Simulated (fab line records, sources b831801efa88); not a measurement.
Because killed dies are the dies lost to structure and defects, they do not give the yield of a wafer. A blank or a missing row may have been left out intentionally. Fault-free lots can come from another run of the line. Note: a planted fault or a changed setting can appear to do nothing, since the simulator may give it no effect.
Matching of chambers ; flow sky130 ; rieDiel-03 running SKY_VIA3_ETCH_15: 4 sister chambers
The step etches SiO2 in C4F8/O2/Ar, stops on TiN, target depth 507 nm, time 78 s. 4 wafers are shown with their chamber, then 11 later ones without.

WAFERS WITH THEIR CHAMBER
wafer;chamber;rfFwdPowerW (W)
L089.1;1;1480
L089.4;3;1490
L089.5;2;1492
L093.1;0;1489

WAFERS WHOSE CHAMBER IS MISSING
wafer;rfFwdPowerW (W)
L093.2;1486
L093.6;1488
L095.1;1491
L095.2;1489
L095.5;1492
L091.4;1492
L091.5;1492
L091.6;1483
L094.2;1471
L094.3;1486
L094.5;1489

THE CHAMBER EACH PASSED THROUGH
wafer;from the rows above;in truth
L093.2;can't be placed: 0 or 3 or 1 or 2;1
L093.6;can't be placed: 0 or 3 or 2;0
L095.1;can't be placed: 2 or 3 or 0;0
L095.2;can't be placed: 0 or 3 or 2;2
L095.5;can't be placed: 2 or 3 or 0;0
L091.4;can't be placed: 2 or 3 or 0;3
L091.5;can't be placed: 2 or 3 or 0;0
L091.6;can't be placed: 1 or 0 or 3 or 2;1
L094.2;1;1
L094.3;can't be placed: 0 or 3 or 1 or 2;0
L094.5;can't be placed: 0 or 3 or 2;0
Correctly placed: 1 of 11. Not placeable from these rows: 10 (in 10, the candidates include the true chamber). Placed wrongly: 0.
How it was worked out, from the rows above alone: a wafer's distance from a chamber is the root of the sum, over the readings, of the square of ((its reading less the chamber's mean) divided by the reading's scatter). The wafer belongs to the nearest chamber; if the next one is less than 2 further off, it can't be placed. The mean given for a chamber averages the wafers shown for that chamber. The scatter: with one shown wafer a chamber, the root of the mean of the squares of how far each hidden wafer lies from its nearest shown one.
